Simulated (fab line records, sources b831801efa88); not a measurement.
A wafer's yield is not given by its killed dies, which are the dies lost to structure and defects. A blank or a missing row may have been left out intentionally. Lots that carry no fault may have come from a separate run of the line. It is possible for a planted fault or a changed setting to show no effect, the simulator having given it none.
fab line records + flow sky130
[record]
- lots = 6
- wafers = 18
- last_day = 50
route steps=708 shown VT_ADJUST_LVTN@113 VT_ADJUST_NCORE@119 PAD_OPEN@708
lots that met no fault: taken from a fault-free run of the same line
start_h: start of the lot's first displayed wafer, in hours after the record's first day + wait_h: hours elapsed since this lot's preceding step + " same as the row above + L1.1+2: several wafers, shown together as one row + - value missing, or start not given + * or withheld: withheld + < > ~ a bound
route shown NAME@n: NAME is a module with steps in the file, n the number in the route of the first one + usual: mean and standard deviation over wafers with no fault + same: alike in all rows + chamber/n: place in a boat + sites: each site's reading + _std_site: standard deviation across them + _edge_site: mean of outer sites minus mean of inner sites + radius_mm: how far each site lies from the wafer's centre + mask NAME#n: copy n + behind: the most recent tool/chamber to have shaped the wafer + hold: cause of the lot's hold/its duration in hours/its outcome + device: whichever transistor did not switch (one of n, p or np) + end of line: at the end of the route, the tests of the same wafers + a step with no rows: only its recipe + killed: at the first sort, the dies lost to defects and structure; wafer yield is something else + map: a wafer's dies, x killed, . not, _ none there
set.NAME: the setting as run; set.NAME@STEP: as run at that earlier step + model.NAME: the simulator's own value behind a step, which no gauge read
a table for each step, a row for each wafer; lots at some steps of the route
services: the hour from which a tool's chamber was out of use, counted from the record's first day as start_h (under 0 if before that day), plus the number of hours and why
[[steps]]
[step SKY_VT_ADJUST_LVTN_PEB_16]
[recipe]
- temp_c = withheld
- time_s = *
- resist = NOVOLAK
[step SKY_VT_ADJUST_LVTN_DEVELOP_17]
[recipe]
- resist = NOVOLAK
- developer = TMAH
- develop_time_s = 60
- dev_temp_c = 23
[step SKY_VT_ADJUST_LVTN_OVL_MEAS_18]
[usual]
- VT_ADJUST_LVTN_01_OVL = 0.5/1.3
| lot.wafer | tool       | chamber | start_h | wait_h | VT_ADJUST_LVTN_01_OVL[nm] |
|-----------|------------|---------|---------|--------|---------------------------|
| L696.3    | overlay-02 | -       | 189.14  | 0.1    | 1.2                       |
| L696.4    | "          | -       | "       | "      | -0.6                      |
| L696.5    | "          | -       | "       | "      | 2.0                       |
| L699.2    | overlay-02 | -       | 203.48  | 0.1    | -0.3                      |
| L699.3    | "          | -       | "       | "      | -1.8                      |
| L699.4    | "          | -       | "       | "      | -1.2                      |
| L704.2    | overlay-01 | -       | 228.14  | 0.1    | 1.3                       |
| L704.3    | "          | -       | "       | "      | -0.4                      |
| L704.4    | "          | -       | "       | "      | 2.3                       |
| L705.1    | overlay-02 | -       | 237.73  | 0.1    | 1.1                       |
| L705.3    | "          | -       | "       | "      | 1.5                       |
| L705.6    | "          | -       | "       | "      | 1.8                       |
| L710.2    | overlay-01 | -       | 276.28  | 0.1    | 1.1                       |
| L710.4    | "          | -       | "       | "      | -0.4                      |
| L710.5    | "          | -       | "       | "      | 0.2                       |
| L717.1    | overlay-02 | -       | 318.53  | 0.1    | -1.0                      |
| L717.2    | "          | -       | "       | "      | -0.6                      |
| L717.6    | "          | -       | "       | "      | -1.4                      |
[step SKY_VT_ADJUST_LVTN_IMPLANT_19]
[recipe]
- species = B
- energy_kev = 30
- dose_cm2 = 6.5e+11
- tilt_deg = withheld
[step SKY_VT_ADJUST_LVTN_STRIP_20]
[recipe]
- chemistry = O2/N2
- power_w = 1400
- pressure_mtorr = 1500
- platen_temp_c = withheld
- o2_flow_sccm = 3000
- n2_flow_sccm = 300
- overash_fraction = 0.5
[usual]
- drypump_motor_current_A = 5.6/0.56
- oes_product_au = 0.716/0.0047
- strip_time_to_endpoint_s = 14.19/0.031
| lot.wafer | tool            | chamber | start_h | wait_h | drypump_motor_current_A | oes_product_au | rf_hours_counter_h | strip_time_to_endpoint_s |
|-----------|-----------------|---------|---------|--------|-------------------------|----------------|--------------------|--------------------------|
| L696.3    | plasma_asher-03 | 0       | 189.35  | 0.1    | 6.2                     | 0.718          | -                  | 14.17                    |
| L696.4    | "               | 1       | "       | "      | 5.3                     | 0.714          | -                  | 14.16                    |
| L696.5    | "               | 0       | "       | "      | 6.2                     | 0.709          | -                  | 14.18                    |
| L699.2    | plasma_asher-02 | 0       | 203.66  | 0.1    | 5.5                     | 0.711          | 39                 | 14.19                    |
| L699.3    | "               | 1       | "       | "      | 4.8                     | 0.709          | -                  | 14.22                    |
| L699.4    | "               | 0       | "       | "      | 5.4                     | 0.709          | -                  | 14.17                    |
| L704.2    | plasma_asher-01 | 0       | 228.32  | 0.1    | 6.3                     | 0.711          | 54                 | 14.24                    |
| L704.3    | "               | 0       | "       | "      | 6.3                     | 0.708          | -                  | 14.21                    |
| L704.4    | "               | 1       | "       | "      | 6.1                     | 0.718          | -                  | 14.20                    |
| L705.1    | plasma_asher-02 | 0       | 237.91  | 0.1    | 5.5                     | 0.718          | 43                 | 14.17                    |
| L705.3    | "               | 0       | "       | "      | 5.5                     | 0.715          | -                  | 14.15                    |
| L705.6    | "               | 1       | "       | "      | 4.8                     | 0.715          | -                  | 14.24                    |
| L710.2    | plasma_asher-01 | 1       | 276.46  | 0.1    | 6.1                     | 0.709          | 59                 | 14.24                    |
| L710.4    | "               | 0       | "       | "      | 6.3                     | 0.717          | -                  | 14.24                    |
| L710.5    | "               | 0       | "       | "      | 6.3                     | 0.726          | -                  | 14.21                    |
| L717.1    | plasma_asher-03 | 1       | 318.71  | 0.1    | 5.3                     | 0.712          | 20                 | 14.13                    |
| L717.2    | "               | 0       | "       | "      | 6.2                     | 0.717          | 20                 | 14.13                    |
| L717.6    | "               | 1       | "       | "      | 5.3                     | 0.724          | -                  | 14.16                    |
[step SKY_VT_ADJUST_LVTN_TW_MEAS_21]
[usual]
- VT_ADJUST_LVTN_2_TW = 186.9/1.7
| lot.wafer | tool          | chamber | start_h | wait_h | VT_ADJUST_LVTN_2_TW |
|-----------|---------------|---------|---------|--------|---------------------|
| L696.3    | film_metro-01 | -       | 189.43  | 0.1    | 185.8               |
| L696.4    | "             | -       | "       | "      | 185.6               |
| L696.5    | "             | -       | "       | "      | 185.4               |
| L699.2    | film_metro-04 | -       | 203.77  | 0.1    | 188.8               |
| L699.3    | "             | -       | "       | "      | 189.6               |
| L699.4    | "             | -       | "       | "      | 188.9               |
| L704.2    | film_metro-02 | -       | 228.43  | 0.1    | 185.0               |
| L704.3    | "             | -       | "       | "      | 185.5               |
| L704.4    | "             | -       | "       | "      | 184.8               |
| L705.1    | film_metro-01 | -       | 238.01  | 0.1    | 186.8               |
| L705.3    | "             | -       | "       | "      | 186.4               |
| L705.6    | "             | -       | "       | "      | 187.2               |
| L710.2    | film_metro-02 | -       | 276.57  | 0.1    | 186.3               |
| L710.4    | "             | -       | "       | "      | 185.6               |
| L710.5    | "             | -       | "       | "      | 185.8               |
| L717.1    | film_metro-02 | -       | 318.81  | 0.1    | 186.7               |
| L717.2    | "             | -       | "       | "      | 186.9               |
| L717.6    | "             | -       | "       | "      | 186.4               |
[step SKY_VT_ADJUST_NCORE_DEHYDRATE_00]
[recipe]
- temp_c = 200
- time_s = 60
[step SKY_VT_ADJUST_NCORE_HMDS_01]
[recipe]
- prime_time_s = 60
- prime_temp_c = 120
[step SKY_VT_ADJUST_NCORE_COAT_02]
[recipe]
- resist = NOVOLAK
- spin_rpm = 3000
- resist_thk_nm = 1140
[step SKY_VT_ADJUST_NCORE_SOFTBAKE_03]
[recipe]
- temp_c = 90
- time_s = 60
- resist = NOVOLAK
[step SKY_VT_ADJUST_NCORE_EXPOSE_04]
[recipe]
- mask_id = LVTN_COMPLEMENT_THIN
- na = 0.6
- source_shape = conventional
- sigma_outer = 0.6
- polarization = unpolarized
- target_cd_nm = 380
- dose_mj = 139
[step SKY_VT_ADJUST_NCORE_PEB_05]
[recipe]
- temp_c = withheld
- time_s = *
- resist = NOVOLAK
[step SKY_VT_ADJUST_NCORE_DEVELOP_06]
[recipe]
- resist = NOVOLAK
- developer = TMAH
- develop_time_s = 60
- dev_temp_c = 23
[usual]
- chill_plate_temp_C = 23.00/0.1
| lot.wafer | tool           | chamber | start_h | wait_h | chill_plate_temp_C |
|-----------|----------------|---------|---------|--------|--------------------|
| L696.3    | litho_track-01 | 0       | 211.23  | 0.1    | 22.90              |
| L696.4    | "              | 0       | "       | "      | 22.90              |
| L696.5    | "              | 0       | "       | "      | 22.82              |
| L699.2    | litho_track-02 | 0       | 225.54  | 0.1    | 23.04              |
| L699.3    | "              | 0       | "       | "      | 22.96              |
| L699.4    | "              | 0       | "       | "      | 22.82              |
| L704.2    | litho_track-01 | 0       | 251.40  | 0.1    | 22.93              |
| L704.3    | "              | 0       | "       | "      | 22.86              |
| L704.4    | "              | 0       | "       | "      | 22.95              |
| L705.1    | litho_track-01 | 0       | 261.53  | 0.1    | 23.08              |
| L705.3    | "              | 0       | "       | "      | 22.95              |
| L705.6    | "              | 0       | "       | "      | 23.01              |
| L710.2    | litho_track-04 | 0       | 302.06  | 0.1    | 22.98              |
| L710.4    | "              | 0       | "       | "      | 23.18              |
| L710.5    | "              | 0       | "       | "      | 23.02              |
| L717.1    | litho_track-02 | 0       | 345.82  | 0.1    | 22.95              |
| L717.2    | "              | 0       | "       | "      | 22.97              |
| L717.6    | "              | 0       | "       | "      | 23.03              |
[step SKY_VT_ADJUST_NCORE_CD_MEAS_07]
[recipe]
- target_cd_nm = 380
[usual]
- cd_nm = 380.1/2.7
| lot.wafer | tool      | chamber | start_h | wait_h | cd_nm |
|-----------|-----------|---------|---------|--------|-------|
| L696.3    | cd_sem-01 | -       | 211.37  | 0.1    | 376.7 |
| L696.4    | "         | -       | "       | "      | 376.2 |
| L696.5    | "         | -       | "       | "      | 375.6 |
| L699.2    | cd_sem-02 | -       | 225.69  | 0.1    | 386.5 |
| L699.3    | "         | -       | "       | "      | 385.8 |
| L699.4    | "         | -       | "       | "      | 384.8 |
| L704.2    | cd_sem-01 | -       | 251.55  | 0.1    | 262.1 |
| L704.3    | "         | -       | "       | "      | 261.5 |
| L704.4    | "         | -       | "       | "      | 261.7 |
| L705.1    | cd_sem-01 | -       | 261.68  | 0.1    | 258.3 |
| L705.3    | "         | -       | "       | "      | 258.6 |
| L705.6    | "         | -       | "       | "      | 255.2 |
| L710.2    | cd_sem-01 | -       | 302.20  | 0.1    | 381.0 |
| L710.4    | "         | -       | "       | "      | 382.3 |
| L710.5    | "         | -       | "       | "      | 379.1 |
| L717.1    | cd_sem-02 | -       | 345.97  | 0.1    | 380.9 |
| L717.2    | "         | -       | "       | "      | 381.6 |
| L717.6    | "         | -       | "       | "      | 379.2 |
[step SKY_VT_ADJUST_NCORE_OVL_MEAS_08]
[usual]
- VT_ADJUST_NCORE_OVL = 1.2/1.4
| lot.wafer | tool       | chamber | start_h | wait_h | VT_ADJUST_NCORE_OVL[nm] |
|-----------|------------|---------|---------|--------|-------------------------|
| L696.3    | overlay-02 | -       | 211.46  | 0.1    | 0.7                     |
| L696.4    | "          | -       | "       | "      | 0.1                     |
| L696.5    | "          | -       | "       | "      | 1.4                     |
| L699.2    | overlay-01 | -       | 225.79  | 0.1    | 1.0                     |
| L699.3    | "          | -       | "       | "      | 1.4                     |
| L699.4    | "          | -       | "       | "      | 1.8                     |
| L704.2    | overlay-01 | -       | 251.65  | 0.1    | 3.6                     |
| L704.3    | "          | -       | "       | "      | 3.3                     |
| L704.4    | "          | -       | "       | "      | 3.8                     |
| L705.1    | overlay-01 | -       | 261.80  | 0.1    | 3.7                     |
| L705.3    | "          | -       | "       | "      | 3.6                     |
| L705.6    | "          | -       | "       | "      | 3.1                     |
| L710.2    | overlay-02 | -       | 302.31  | 0.1    | 0.7                     |
| L710.4    | "          | -       | "       | "      | 0.3                     |
| L710.5    | "          | -       | "       | "      | 0.4                     |
| L717.1    | overlay-01 | -       | 346.09  | 0.1    | 0.2                     |
| L717.2    | "          | -       | "       | "      | -0.1                    |
| L717.6    | "          | -       | "       | "      | 1.0                     |
[step SKY_PAD_OPEN_PROBE_99]
[usual]
- killed_at_M0_to_M3 = 42/7.2
- killed_at_M4_up = 3.2/1.8
- killed_at_contacts = 24/5.4
- killed_at_front_end = 15/4
- killed_at_other = 0.3/0.59
- killed_dies = 84/9
- killed_open = 46/7.1
- killed_short = 38/6
[same]
- gross_dies = 492
- killed_at_back_side = 0
| lot.wafer | tool      | chamber | start_h | wait_h | killed_at_M0_to_M3 | killed_at_M4_up | killed_at_contacts | killed_at_front_end | killed_at_other | killed_dies | killed_open | killed_short |
|-----------|-----------|---------|---------|--------|--------------------|-----------------|--------------------|---------------------|-----------------|-------------|-------------|--------------|
| L699.2    | prober-01 | -       | 1112.28 | 0.1    | 35                 | 2               | 35                 | 6                   | 2               | 80          | 39          | 40           |
| L699.3    | prober-01 | -       | 1112.33 | 0.2    | 41                 | 1               | 20                 | 10                  | 0               | 72          | 34          | 38           |
| L699.4    | prober-01 | -       | 1112.38 | 0.2    | 44                 | 2               | 26                 | 10                  | 0               | 82          | 40          | 42           |
| L704.2    | prober-01 | -       | 1145.98 | 0.1    | 31                 | 2               | 14                 | 12                  | 1               | 60          | 31          | 29           |
| L704.3    | prober-01 | -       | 1146.03 | 0.2    | 38                 | 4               | 22                 | 17                  | 0               | 81          | 44          | 37           |
| L704.4    | prober-01 | -       | 1146.08 | 0.2    | 43                 | 1               | 21                 | 16                  | 1               | 82          | 44          | 38           |
| L705.1    | prober-02 | -       | 1154.62 | 0.1    | 33                 | 1               | 24                 | 17                  | 1               | 76          | 48          | 27           |
| L705.3    | prober-02 | -       | 1154.72 | 0.2    | 39                 | 2               | 22                 | 16                  | 0               | 79          | 41          | 36           |
| L705.6    | prober-02 | -       | 1154.87 | 0.2    | 40                 | 1               | 27                 | 24                  | 0               | 92          | 52          | 39           |
| L710.2    | prober-01 | -       | 1173.85 | 0.1    | 39                 | 0               | 27                 | 12                  | 1               | 79          | 41          | 38           |
| L710.4    | prober-01 | -       | 1173.95 | 0.2    | 29                 | 6               | 30                 | 15                  | 0               | 80          | 45          | 35           |
| L710.5    | prober-01 | -       | 1174.00 | 0.2    | 38                 | 3               | 33                 | 15                  | 0               | 89          | 53          | 35           |
| L717.1    | prober-02 | -       | 1199.96 | 0.1    | 45                 | 4               | 22                 | 20                  | 0               | 91          | 54          | 37           |
| L717.2    | prober-02 | -       | 1200.01 | 0.1    | 50                 | 2               | 29                 | 7                   | 0               | 88          | 59          | 28           |
| L717.6    | prober-02 | -       | 1200.21 | 0.2    | 51                 | 6               | 28                 | 9                   | 0               | 94          | 55          | 39           |
// killed by level:class
L699.2 LI_CONTACT:geometric_particle:open=11 VIA1:geometric_particle:open=11 CONTACT:geometric_particle:short=7 CONTACT:geometric_particle:open=6 LI_CONTACT:geometric_particle:short=5 LOCAL_INTERCONNECT:geometric_particle:short=5 VIA2:geometric_particle:open=4 VIA1:geometric_particle:short=4
L699.3 VIA3:geometric_particle:open=11 CONTACT:geometric_particle:open=7 METAL2:geometric_particle:short=6 LOCAL_INTERCONNECT:geometric_particle:short=5 METAL1:geometric_particle:short=4 VIA1:geometric_particle:open=4 VIA2:geometric_particle:short=4 FIELD_ISO:geometric_particle:short=3
L699.4 VIA1:geometric_particle:open=10 CONTACT:geometric_particle:open=8 METAL3:geometric_particle:short=7 CONTACT:geometric_particle:short=6 METAL2:geometric_particle:short=6 LI_CONTACT:geometric_particle:open=5 VIA3:geometric_particle:open=5 POLY_GATE:geometric_particle:short=4
L704.2 METAL1:geometric_particle:short=8 CONTACT:geometric_particle:open=7 VIA2:geometric_particle:open=5 VIA1:geometric_particle:open=5 VIA3:geometric_particle:open=5 POLY_GATE:geometric_particle:short=4 FIELD_ISO:geometric_particle:short=3 METAL3:geometric_particle:short=3
L704.3 VIA1:geometric_particle:open=14 FIELD_ISO:geometric_particle:open=7 CONTACT:geometric_particle:open=7 FIELD_ISO:geometric_particle:short=6 LI_CONTACT:geometric_particle:open=5 LOCAL_INTERCONNECT:geometric_particle:short=4 METAL1:geometric_particle:short=4 METAL2:geometric_particle:short=4
L704.4 VIA1:geometric_particle:open=15 CONTACT:geometric_particle:open=11 FIELD_ISO:geometric_particle:short=7 VIA1:geometric_particle:short=6 POLY_GATE:geometric_particle:short=4 VIA2:geometric_particle:short=4 VIA2:geometric_particle:open=4 VIA3:geometric_particle:open=4
L705.1 LI_CONTACT:geometric_particle:open=9 CONTACT:geometric_particle:open=8 VIA3:geometric_particle:open=7 VIA2:geometric_particle:open=6 POLY_GATE:geometric_particle:open=5 FIELD_ISO:geometric_particle:open=4 VIA1:geometric_particle:open=4 METAL2:geometric_particle:short=4
L705.3 VIA1:geometric_particle:open=13 LOCAL_INTERCONNECT:geometric_particle:short=9 VIA1:geometric_particle:short=5 LI_CONTACT:geometric_particle:open=4 CONTACT:geometric_particle:open=4 VIA2:geometric_particle:open=4 POLY_GATE:geometric_particle:open=3 POLY_GATE:geometric_particle:short=3
L705.6 VIA1:geometric_particle:open=12 LI_CONTACT:geometric_particle:open=9 CONTACT:geometric_particle:open=7 FIELD_ISO:geometric_particle:open=6 POLY_GATE:geometric_particle:short=6 VIA3:geometric_particle:open=6 METAL1:geometric_particle:short=5 POLY_GATE:geometric_particle:open=4
L710.2 CONTACT:geometric_particle:short=9 CONTACT:geometric_particle:open=8 METAL2:geometric_particle:short=8 VIA1:geometric_particle:open=7 VIA2:geometric_particle:open=6 VIA3:geometric_particle:open=6 LI_CONTACT:geometric_particle:open=5 VIA1:geometric_particle:short=4
L710.4 LOCAL_INTERCONNECT:geometric_particle:short=8 LI_CONTACT:geometric_particle:open=7 CONTACT:geometric_particle:open=7 FIELD_ISO:geometric_particle:open=6 VIA1:geometric_particle:open=6 METAL2:geometric_particle:short=6 VIA2:geometric_particle:open=6 CONTACT:geometric_particle:short=4
L710.5 VIA1:geometric_particle:open=11 LI_CONTACT:geometric_particle:open=10 VIA2:geometric_particle:open=10 CONTACT:geometric_particle:open=7 LOCAL_INTERCONNECT:geometric_particle:short=6 CONTACT:geometric_particle:short=6 FIELD_ISO:geometric_particle:open=4 SPACER:geometric_particle:open=4
L717.1 VIA1:geometric_particle:open=12 FIELD_ISO:geometric_particle:short=9 LI_CONTACT:geometric_particle:open=9 CONTACT:geometric_particle:open=9 VIA3:geometric_particle:open=8 METAL1:geometric_particle:short=5 VIA2:geometric_particle:open=5 FIELD_ISO:geometric_particle:open=4
L717.2 CONTACT:geometric_particle:open=17 VIA1:geometric_particle:open=14 VIA3:geometric_particle:open=11 VIA2:geometric_particle:open=6 METAL1:geometric_particle:short=5 CONTACT:geometric_particle:short=5 METAL2:geometric_particle:short=4 LI_CONTACT:geometric_particle:open=3
L717.6 VIA3:geometric_particle:open=15 LI_CONTACT:geometric_particle:open=10 CONTACT:geometric_particle:open=8 VIA1:geometric_particle:open=7 METAL4:geometric_particle:short=5 CONTACT:geometric_particle:short=5 METAL1:geometric_particle:short=5 VIA2:geometric_particle:open=5
[[services]]
| tool            | chamber | start_h | hours | kind   |
|-----------------|---------|---------|-------|--------|
| plasma_asher-02 | -       | 250.92  | 2.8   | pm     |
| plasma_asher-01 | -       | 308.13  | 2.1   | repair |
| plasma_asher-02 | -       | 310.62  | 8.1   | repair |
[[key]]
[first_sign]
- step = SKY_VT_ADJUST_NCORE_CD_MEAS_07
- reading = cd_nm
- direction = down
- sigmas = 45
- usual = 380.1
- struck = 259.6
effect none on later readings
met_at SKY_VT_ADJUST_NCORE_DEVELOP_06
struck_wafers L704.2,L704.3,L704.4,L705.1,L705.3,L705.6
tester_left_out L704,L705
onset_between 211.23 251.40
[fault]
- kind = process_parameter_drift
- tool = litho_track-01
- chamber = -
- onset_h = 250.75
- steps = SKY_VT_ADJUST_NCORE_DEVELOP_06
- channel = develop_time_s
- offset = *
- shape = step
- end_h = 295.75
- acts_in = *
- stated = *
// tester_left_out: of these lots the tester's yield and bins aren't shown, on N5 and GAA mostly nor the transistor test; their killed dies are dies lost to structure and defects alone, not to doping, threshold or leakage, so they don't give the yield
